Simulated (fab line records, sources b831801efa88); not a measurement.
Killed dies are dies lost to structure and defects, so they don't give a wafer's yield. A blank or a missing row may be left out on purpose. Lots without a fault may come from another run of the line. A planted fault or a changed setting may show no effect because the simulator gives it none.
One fault seen from 2 desks | flow sky130 | each desk has only its own numbers; what lay behind them comes last

THE TOOL OWNER'S DESK: krf_scanner-01
The tool's own readings at SKY_VIA2_EXPOSE_09 (exposes mask VIM2, target cd 200 nm): means of the sampled wafers that have a number, for each lot that ran on this tool. A lot is out of limits, marked OUT, if its mean lies more than 4 standard deviations from the usual mean; the brackets give that distance.
Columns: A = exposure_dose_mJ_cm2 at SKY_VIA2_EXPOSE_09, usual 37.92
lot  | first seen here | A
L793 | day 35 19:58    | 37.98
L797 | day 37 20:20    | 37.93
L796 | day 38 02:16    | 37.98
L798 | day 38 05:19    | 39.46 (+36) OUT
L800 | day 38 09:38    | 39.47 (+36) OUT
This desk's finding: out of limits on L798, L800; first on L798, day 38 05:19 (exposure_dose_mJ_cm2 at SKY_VIA2_EXPOSE_09). In limits: L793, L797, L796.

THE METROLOGY DESK
What the gauges read, lot by lot, whatever tool the lot ran on: means of the sampled wafers that have a number. A lot is out of limits, marked OUT, if its mean lies more than 4 standard deviations from the usual mean; the brackets give that distance.
Columns: A = cd_nm at SKY_VIA2_CD_MEAS_12, usual 200.4 nm
lot  | first seen here | A
L793 | day 36 09:16    | 200.3
L797 | day 38 09:38    | 199.3
L796 | day 38 15:04    | 200.1
L798 | day 38 18:03    | 206.1
L800 | day 38 21:42    | 208.5 (+5.4) OUT
L804 | day 40 07:09    | 200.1
L803 | day 40 09:58    | 199.0
L805 | day 40 10:41    | 198.7
L807 | day 40 14:35    | 200.3
L809 | day 41 06:02    | 201.0
L811 | day 42 04:54    | 201.4
L814 | day 42 16:49    | 203.0
This desk's finding: out of limits on L800; first on L800, day 38 21:42 (cd_nm at SKY_VIA2_CD_MEAS_12). In limits: L793, L797, L796, L798, L804, L803, L805, L807, L809, L811, L814.

PUT TOGETHER
The tool owner's desk could have raised an alarm at day 38 05:19, on L798, L800.
The metrology desk could have raised an alarm at day 38 21:42, on L800.
The metrology desk has L798 on record, within its limits.
Of the lots named, all ran SKY_VIA2_EXPOSE_09 on krf_scanner-01.

WHAT THE SIMULATOR HAD PUT IN
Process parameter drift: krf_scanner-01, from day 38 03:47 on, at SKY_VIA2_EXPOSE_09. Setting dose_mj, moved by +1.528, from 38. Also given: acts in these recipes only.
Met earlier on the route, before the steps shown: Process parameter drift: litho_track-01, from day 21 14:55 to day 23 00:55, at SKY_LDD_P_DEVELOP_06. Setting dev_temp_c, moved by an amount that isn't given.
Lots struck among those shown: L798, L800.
Hours from the fault's start to each desk's first reading out of limits: the tool owner's desk, 2; the metrology desk, 18.
